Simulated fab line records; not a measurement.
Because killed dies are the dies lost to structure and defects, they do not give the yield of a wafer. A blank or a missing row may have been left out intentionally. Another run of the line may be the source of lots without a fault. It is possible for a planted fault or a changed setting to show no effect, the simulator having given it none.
fab line records    flow sky130
[record] lots = 12  wafers = 36  last-day = 50
route steps=708 shown FIELD_ISO@15 LDD_N@241 RES_XHIGH@360 VIA3@588 PAD_OPEN@708
lots untouched by any fault: they come from a run of this same line in which no faults occurred
start-h: start of the lot's first displayed wafer, in hours after the record's first day    wait-h: hours from the lot's prior step to this one    " as in the row above    L1.1+2: one row covering several wafers at once    - no value, or no start given    * or withheld: withheld    < > ~ a bound
route shown NAME@n: names a module that has steps shown in the file, with the first one's number in the route    usual: mean and standard deviation over wafers with no fault    same: alike in all rows    chamber/n: place in a boat    sites: each site's reading    _std_site: how widely they spread, as a standard deviation    _edge_site: mean of outer sites minus mean of inner sites    radius-mm: how far each site lies from the wafer's centre    mask NAME#n: copy n    behind: tool/chamber where the wafer was last shaped    hold: why the lot went on hold/how many hours it stayed there/how the hold came to an end    device: the transistor (n, p or np) that didn't switch    end of line: the same wafers' tests at the end of the route    for a step that has no rows: nothing shown but its recipe    killed: the dies lost at the first sort to structure and to defects; this is not the yield of the wafer    map: a wafer's dies, marking killed ones x, the rest . and places with no die _
set.NAME: the setting as run; set.NAME@STEP: as run at that earlier step    model.NAME: the simulator's own value behind a step, which no gauge read
route steps across a sampled set of lots; one table per step, one row per wafer
services: a tool's chamber out of use, with start hour (start-h, from the record's first day; less than 0 if before it), hours out, and reason
[[steps]]
[step SKY_FIELD_ISO_ETCH_14]
[recipe] chemistry = N2/H2  target = BARC  ion-energy-ev = 200  source-w = 500  bias-w = 100  pressure-mtorr = 30  n2-flow-sccm = 100  h2-flow-sccm = 200  stop-on = SiO2  time-s = 45.9  target-depth-a = 600
[usual] chamber-pressure-mTorr = 30.003/0.027  drypump-motor-current-A = 5.8/0.49  oes-product-au = 0.855/0.0051  throttle-valve-pct = 13.223/0.0093
lot.wafer  tool         chamber  start-h  wait-h  chamber-pressure-mTorr  drypump-motor-current-A  oes-product-au  rf-hours-counter-h  throttle-valve-pct
L228.1     rie-diel-03  1        34.39    0.1     30.000                  5.6                      0.853           47                  13.224
L228.5     "            0        "        "       29.989                  6.5                      0.857           -                   13.221
L228.6     "            3        "        "       29.995                  6.6                      0.850           -                   13.212
L229.1     rie-diel-04  0        37.81    0.1     29.982                  5.0                      0.857           79                  13.226
L229.3     "            2        "        "       29.973                  6.4                      0.848           122                 13.206
L229.5     "            1        "        "       30.036                  6.3                      0.851           -                   13.225
L233.3     rie-diel-01  0        64.82    0.1     29.965                  5.4                      0.860           155                 13.229
L233.5     "            2        "        "       29.984                  5.9                      0.861           -                   13.242
L233.6     "            3        "        "       30.018                  5.2                      0.862           -                   13.235
L235.3     rie-diel-04  1        71.19    0.1     29.983                  6.3                      0.854           125                 13.210
L235.5     "            3        "        "       30.003                  6.1                      0.861           -                   13.239
L235.6     "            0        "        "       29.969                  5.0                      0.864           -                   13.222
L238.2     rie-diel-03  3        85.30    0.1     30.014                  6.6                      0.852           41                  13.235
L238.3     "            0        "        "       30.029                  6.5                      0.851           152                 13.234
L238.4     "            2        "        "       30.045                  5.6                      0.858           4                   13.234
L239.1     rie-diel-04  3        90.50    0.1     29.957                  6.1                      0.856           101                 13.215
L239.5     "            2        "        "       30.010                  6.4                      0.860           -                   13.229
L239.6     "            3        "        "       30.012                  6.1                      0.864           -                   13.223
L242.1     rie-diel-01  0        106.46   0.1     29.992                  5.5                      0.846           156                 13.241
L242.2     "            3        "        "       29.983                  5.3                      0.849           71                  13.216
L242.5     "            2        "        "       29.964                  5.8                      0.850           -                   13.214
L244.1     rie-diel-01  3        118.34   0.1     29.967                  5.2                      0.850           71                  13.224
L244.3     "            0        "        "       30.023                  5.4                      0.852           156                 13.232
L244.6     "            2        "        "       30.005                  5.8                      0.861           -                   13.221
L246.1     rie-diel-04  3        128.31   0.1     29.994                  6.1                      0.855           101                 13.222
L246.5     "            0        "        "       30.040                  5.0                      0.853           -                   13.216
L246.6     "            1        "        "       30.015                  6.3                      0.855           -                   13.227
L248.2     rie-diel-04  0        138.29   0.1     29.990                  5.0                      0.859           81                  13.214
L248.3     "            2        "        "       29.965                  6.4                      0.854           123                 13.219
L248.4     "            3        "        "       30.022                  6.1                      0.860           101                 13.214
L249.3     rie-diel-01  2        142.69   0.1     29.951                  5.8                      0.854           2                   13.231
L249.4     "            3        "        "       30.010                  5.3                      0.864           71                  13.218
L249.5     "            1        "        "       29.945                  5.6                      0.861           -                   13.245
L250.1     rie-diel-03  2        148.56   0.1     29.999                  5.6                      0.849           5                   13.215
L250.3     "            1        "        "       30.038                  5.6                      0.849           48                  13.223
L250.5     "            1        "        "       30.009                  5.6                      0.851           -                   13.220
[step SKY_LDD_N_EXPOSE_04]
[recipe] mask-id = NTM  target-cd-nm = 840  na = 0.6  source-shape = conventional  sigma-outer = 0.6  dose-mj = 110
[usual] reticle-temp-C = 23.02/0.097
lot.wafer  tool              chamber  start-h  wait-h  mask      reticle-temp-C
L228.1     iline-stepper-02  0        394.77   -       NTM#0     23.10
L228.5     "                 0        "        "       NTM#0     23.10
L228.6     "                 0        "        "       NTM#0     22.99
L229.1     iline-stepper-02  0        402.88   -       NTM#0     23.07
L229.3     "                 0        "        "       NTM#0     22.98
L229.5     "                 0        "        "       NTM#0     23.25
L233.3     iline-stepper-01  0        450.85   -       NTM_R1#0  22.92
L233.5     "                 0        "        "       NTM_R1#0  23.12
L233.6     "                 0        "        "       NTM_R1#0  22.87
L235.3     iline-stepper-01  0        453.57   -       NTM#0     22.93
L235.5     "                 0        "        "       NTM#0     23.18
L235.6     "                 0        "        "       NTM#0     23.11
L238.2     iline-stepper-02  0        481.27   -       NTM#0     23.07
L238.3     "                 0        "        "       NTM#0     23.06
L238.4     "                 0        "        "       NTM#0     23.06
L239.1     iline-stepper-01  0        487.88   -       NTM#0     22.99
L239.5     "                 0        "        "       NTM#0     23.01
L239.6     "                 0        "        "       NTM#0     23.03
L242.1     iline-stepper-01  0        518.11   -       NTM#0     22.96
L242.2     "                 0        "        "       NTM#0     23.25
L242.5     "                 0        "        "       NTM#0     22.91
L244.1     iline-stepper-02  0        538.83   -       NTM#0     23.00
L244.3     "                 0        "        "       NTM#0     23.18
L244.6     "                 0        "        "       NTM#0     23.02
L246.1     iline-stepper-01  0        566.15   -       NTM#0     23.01
L246.5     "                 0        "        "       NTM#0     22.98
L246.6     "                 0        "        "       NTM#0     23.06
L248.2     iline-stepper-01  0        570.31   -       NTM#0     23.06
L248.3     "                 0        "        "       NTM#0     22.98
L248.4     "                 0        "        "       NTM#0     23.11
L249.3     iline-stepper-02  0        573.64   -       NTM#0     23.06
L249.4     "                 0        "        "       NTM#0     23.12
L249.5     "                 0        "        "       NTM#0     23.04
L250.1     iline-stepper-01  0        598.96   -       NTM#0     23.14
L250.3     "                 0        "        "       NTM#0     22.98
L250.5     "                 0        "        "       NTM#0     22.89
[step SKY_SD_N_RS_MEAS_18]
[recipe] thk-meas-gauge = four-point-probe
[usual] RES_XHIGH_RS = 333.2/1.1
lot.wafer  tool           chamber  start-h  wait-h  RES_XHIGH_RS[ohm/sq]
L228.1     film-metro-02  -        654.37   0.1     334.6
L228.5     "              -        "        "       334.2
L228.6     "              -        "        "       334.2
L229.1     film-metro-03  -        668.01   0.1     333.1
L229.3     "              -        "        "       333.2
L229.5     "              -        "        "       333.2
L233.3     film-metro-02  -        708.86   0.1     331.9
L233.5     "              -        "        "       332.8
L233.6     "              -        "        "       332.4
L235.3     film-metro-04  -        709.50   0.1     331.5
L235.5     "              -        "        "       333.5
L235.6     "              -        "        "       332.9
L238.2     film-metro-04  -        734.33   0.1     333.2
L238.3     "              -        "        "       332.9
L238.4     "              -        "        "       333.3
L239.1     film-metro-04  -        739.06   0.1     334.3
L239.5     "              -        "        "       334.7
L239.6     "              -        "        "       335.0
L242.1     film-metro-04  -        766.31   0.1     332.0
L242.2     "              -        "        "       334.3
L242.5     "              -        "        "       334.5
L244.1     film-metro-03  -        783.32   0.1     334.8
L244.3     "              -        "        "       334.6
L244.6     "              -        "        "       334.9
L246.1     film-metro-04  -        807.87   0.1     331.8
L246.5     "              -        "        "       331.2
L246.6     "              -        "        "       333.1
L248.2     film-metro-04  -        813.73   0.1     332.7
L248.3     "              -        "        "       333.4
L248.4     "              -        "        "       333.6
L249.3     film-metro-03  -        815.61   0.1     332.9
L249.4     "              -        "        "       335.5
L249.5     "              -        "        "       332.5
L250.1     film-metro-04  -        835.82   0.1     332.8
L250.3     "              -        "        "       333.6
L250.5     "              -        "        "       333.1
[step SKY_VIA3_ETCH_15]
[recipe] target = SiO2  chemistry = C4F8/O2/Ar  target-depth-nm = 507  stop-on = TiN  mask-material = KrF-thick  source-w = 1500  bias-w = 1200  pressure-mtorr = 40  c4f8-flow-sccm = withheld  O2_flow_sccm = 6  Ar_flow_sccm = 300  time-s = 78
[usual] chamber-pressure-mTorr = 40.00/0.036  oes-product-au = 0.945/0.0045
lot.wafer  tool         chamber  start-h  wait-h  chamber-pressure-mTorr  oes-product-au
L228.1     rie-diel-04  2        939.53   0.0     39.97                   0.950
L228.5     "            2        "        "       39.97                   0.950
L228.6     "            3        "        "       40.00                   0.946
L229.1     rie-diel-04  2        946.87   0.0     40.00                   0.948
L229.3     "            0        "        "       40.02                   0.950
L229.5     "            3        "        "       39.99                   0.944
L233.3     rie-diel-04  3        982.79   0.0     39.96                   0.943
L233.5     "            1        "        "       40.01                   0.943
L233.6     "            0        "        "       39.99                   0.943
L235.3     rie-diel-01  0        984.29   0.0     39.99                   0.938
L235.5     "            3        "        "       40.02                   0.948
L235.6     "            2        "        "       40.01                   0.941
L238.2     rie-diel-01  3        1004.99  0.0     39.93                   0.950
L238.3     "            1        "        "       39.97                   0.950
L238.4     "            0        "        "       39.97                   0.946
L239.1     rie-diel-02  3        1009.22  0.0     40.02                   0.950
L239.5     "            1        "        "       39.97                   0.947
L239.6     "            0        "        "       39.97                   0.944
L242.1     rie-diel-01  0        1031.72  0.0     39.97                   0.947
L242.2     "            3        "        "       40.00                   0.944
L242.5     "            0        "        "       40.03                   0.943
L244.1     rie-diel-01  0        1044.68  0.0     39.94                   0.948
L244.3     "            2        "        "       39.92                   0.939
L244.6     "            3        "        "       40.02                   0.946
L246.1     rie-diel-02  1        1066.32  0.0     40.01                   0.946
L246.5     "            3        "        "       40.06                   0.942
L246.6     "            2        "        "       40.02                   0.937
L248.2     rie-diel-01  0        1069.39  0.0     40.06                   0.952
L248.3     "            2        "        "       39.98                   0.945
L248.4     "            3        "        "       40.03                   0.950
L249.3     rie-diel-04  3        1074.89  0.0     39.99                   0.950
L249.4     "            1        "        "       40.01                   0.957
L249.5     "            3        "        "       39.95                   0.942
L250.1     rie-diel-04  1        1087.49  0.0     39.99                   0.938
L250.3     "            2        "        "       39.97                   0.940
L250.5     "            1        "        "       40.00                   0.945
[step SKY_PAD_OPEN_PROBE_99]
[usual] killed_at_M0_to_M3 = 43/6.3  killed_at_M4_up = 3.3/1.7  killed-at-contacts = 24/5.4  killed-at-front-end = 16/4.6  killed-at-other = 0.4/0.7  killed-dies = 87/9.4  killed-on-rim = 17/3.9  killed-open = 47/6.9  killed-short = 39/6.1
[same] gross-dies = 492  killed-at-back-side = 0
lot.wafer  tool       chamber  start-h  wait-h  killed_at_M0_to_M3  killed_at_M4_up  killed-at-contacts  killed-at-front-end  killed-at-other  killed-dies  killed-on-rim  killed-open  killed-short
L235.3     prober-02  -        1124.05  0.2     50                  4                22                  16                   0                92           16             43           48
L235.5     prober-02  -        1124.15  0.2     46                  2                22                  19                   0                89           24             47           41
L235.6     prober-02  -        1124.20  0.2     56                  3                19                  13                   0                91           19             47           43
L239.1     prober-01  -        1144.28  0.1     50                  3                20                  19                   0                92           22             52           40
L239.5     prober-01  -        1144.48  0.2     41                  7                15                  21                   0                84           17             40           44
L239.6     prober-01  -        1144.53  0.2     43                  1                23                  19                   1                87           16             47           40
L242.1     prober-02  -        1159.45  0.1     43                  5                24                  13                   2                87           19             48           38
L242.2     prober-02  -        1159.50  0.1     32                  5                23                  13                   0                73           17             39           33
L242.5     prober-02  -        1159.65  0.2     38                  2                30                  20                   0                90           15             44           46
L244.1     prober-02  -        1172.20  0.1     36                  4                25                  10                   0                75           16             48           27
L244.3     prober-02  -        1172.30  0.2     48                  3                29                  14                   0                94           25             47           47
L244.6     prober-02  -        1172.45  0.2     45                  4                22                  12                   0                83           20             46           37
L248.2     prober-02  -        1191.74  0.1     39                  8                28                  15                   0                90           12             50           40
L248.3     prober-02  -        1191.79  0.2     36                  4                31                  6                    1                78           13             42           36
L248.4     prober-02  -        1191.84  0.2     42                  3                26                  17                   1                89           21             53           36
// killed by level:class
L235.3 VIA1:geometric-particle:open=11 VIA2:geometric-particle:short=8 CONTACT:geometric-particle:open=7 METAL1:geometric-particle:short=7 VIA1:geometric-particle:short=6 VIA2:geometric-particle:open=6 FIELD_ISO:geometric-particle:open=5 CONTACT:geometric-particle:short=5
L235.5 VIA1:geometric-particle:open=14 VIA2:geometric-particle:open=9 CONTACT:geometric-particle:open=9 FIELD_ISO:geometric-particle:short=6 CONTACT:geometric-particle:short=6 METAL1:geometric-particle:short=6 SPACER:geometric-particle:short=4 VIA1:geometric-particle:short=4
L235.6 VIA1:geometric-particle:open=13 VIA2:geometric-particle:open=11 CONTACT:geometric-particle:short=6 VIA3:geometric-particle:open=6 VIA3:geometric-particle:short=6 LOCAL_INTERCONNECT:geometric-particle:short=5 FIELD_ISO:geometric-particle:short=4 LI_CONTACT:geometric-particle:open=4
L239.1 VIA1:geometric-particle:open=12 METAL2:geometric-particle:short=9 CONTACT:geometric-particle:open=8 VIA2:geometric-particle:open=8 VIA3:geometric-particle:open=6 FIELD_ISO:geometric-particle:short=5 POLY_GATE:geometric-particle:open=5 LI_CONTACT:geometric-particle:open=5
L239.5 METAL1:geometric-particle:short=8 VIA1:geometric-particle:open=7 POLY_GATE:geometric-particle:short=6 VIA1:geometric-particle:short=6 METAL2:geometric-particle:short=6 VIA3:geometric-particle:open=5 LI_CONTACT:geometric-particle:open=5 CONTACT:geometric-particle:open=5
L239.6 CONTACT:geometric-particle:open=11 VIA1:geometric-particle:open=7 FIELD_ISO:geometric-particle:open=7 VIA3:geometric-particle:open=7 METAL2:geometric-particle:short=7 FIELD_ISO:geometric-particle:short=5 POLY_GATE:geometric-particle:open=5 METAL1:geometric-particle:short=5
L242.1 CONTACT:geometric-particle:open=9 METAL1:geometric-particle:short=8 VIA1:geometric-particle:open=8 LOCAL_INTERCONNECT:geometric-particle:short=7 VIA2:geometric-particle:open=6 LI_CONTACT:geometric-particle:open=5 METAL2:geometric-particle:short=5 METAL3:geometric-particle:short=4
L242.2 METAL2:geometric-particle:short=11 CONTACT:geometric-particle:open=8 LI_CONTACT:geometric-particle:open=6 CONTACT:geometric-particle:short=6 VIA2:geometric-particle:open=6 FIELD_ISO:geometric-particle:open=3 POLY_GATE:geometric-particle:open=3 POLY_GATE:geometric-particle:short=3
L242.5 CONTACT:geometric-particle:open=10 METAL2:geometric-particle:short=8 FIELD_ISO:geometric-particle:short=7 VIA1:geometric-particle:open=7 VIA2:geometric-particle:open=7 LI_CONTACT:geometric-particle:open=6 VIA1:geometric-particle:short=5 LI_CONTACT:geometric-particle:short=5
L244.1 CONTACT:geometric-particle:open=12 VIA1:geometric-particle:open=11 METAL2:geometric-particle:short=8 VIA3:geometric-particle:open=6 LI_CONTACT:geometric-particle:open=5 CONTACT:geometric-particle:short=4 VIA2:geometric-particle:open=4 FIELD_ISO:geometric-particle:short=2
L244.3 VIA1:geometric-particle:open=10 LI_CONTACT:geometric-particle:short=7 CONTACT:geometric-particle:short=7 CONTACT:geometric-particle:open=7 METAL2:geometric-particle:short=7 VIA3:geometric-particle:open=7 LI_CONTACT:geometric-particle:open=4 LOCAL_INTERCONNECT:geometric-particle:short=4
L244.6 VIA1:geometric-particle:open=9 VIA3:geometric-particle:open=8 CONTACT:geometric-particle:open=7 VIA1:geometric-particle:short=6 LI_CONTACT:geometric-particle:open=5 VIA2:geometric-particle:short=5 VIA2:geometric-particle:open=5 FIELD_ISO:geometric-particle:short=4
L248.2 CONTACT:geometric-particle:open=12 CONTACT:geometric-particle:short=7 METAL1:geometric-particle:short=7 VIA1:geometric-particle:open=7 LI_CONTACT:geometric-particle:open=6 METAL2:geometric-particle:short=6 VIA3:geometric-particle:open=6 VIA1:geometric-particle:short=5
L248.3 CONTACT:geometric-particle:open=14 VIA1:geometric-particle:open=8 CONTACT:geometric-particle:short=7 METAL2:geometric-particle:short=7 LI_CONTACT:geometric-particle:open=7 VIA3:geometric-particle:open=5 METAL4:geometric-particle:short=4 FIELD_ISO:geometric-particle:open=3
L248.4 VIA3:geometric-particle:open=10 METAL2:geometric-particle:short=8 CONTACT:geometric-particle:open=8 LI_CONTACT:geometric-particle:open=7 FIELD_ISO:geometric-particle:open=5 VIA1:geometric-particle:open=5 VIA2:geometric-particle:open=5 LOCAL_INTERCONNECT:geometric-particle:short=4
[[services]]
tool         chamber  start-h  hours  kind
rie-diel-01  1        16.36    3.6    repair
rie-diel-04  3        31.06    16.6   repair
rie-diel-01  1        57.62    9.4    repair
rie-diel-04  2        83.82    2.7    repair
rie-diel-01  0        180.83   5.5    repair
rie-diel-04  0        203.53   8.8    repair
rie-diel-01  0        215.81   3.3    repair
rie-diel-01  0        276.28   6.6    repair
rie-diel-01  2        298.59   1.6    repair
rie-diel-04  -        420.32   1.1    repair
rie-diel-04  1        476.15   8.2    repair
rie-diel-04  1        499.72   6.6    repair
rie-diel-04  -        539.78   14.6   pm
rie-diel-04  3        602.02   8.6    repair
rie-diel-04  2        603.23   4.2    repair
rie-diel-04  -        770.11   0.6    repair
rie-diel-04  1        842.55   1.2    repair
rie-diel-04  1        855.57   3.2    repair
rie-diel-04  0        917.22   4.2    repair
rie-diel-04  -        969.63   2.8    pm
rie-diel-04  2        972.43   2.5    repair
rie-diel-04  3        986.15   2.4    repair
rie-diel-04  2        1039.82  7.7    repair
rie-diel-04  2        1070.10  5.7    repair
[[key]]
[first-sign] step = SKY_LDD_N_EXPOSE_04  reading = mask  direction = changed
effect none on later readings
met-at SKY_LDD_N_EXPOSE_04
struck-lots L233
tester-left-out L233
not-acting-at SKY_FIELD_ISO_ETCH_14,SKY_SD_N_RS_MEAS_18,SKY_VIA3_ETCH_15
[fault] kind = wrong-mask  tool = any  chamber = -  onset-h = 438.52  steps = SKY_LDD_N_EXPOSE_04  aux-copy = NTM_R1#0  cd-offset-nm = -168  scope = struck-lots-only
// tester-left-out: of these lots the tester's yield and bins aren't shown, on N5 and GAA mostly nor the transistor test; their killed dies are dies lost to structure and defects alone, not to doping, threshold or leakage, so they don't give the yield
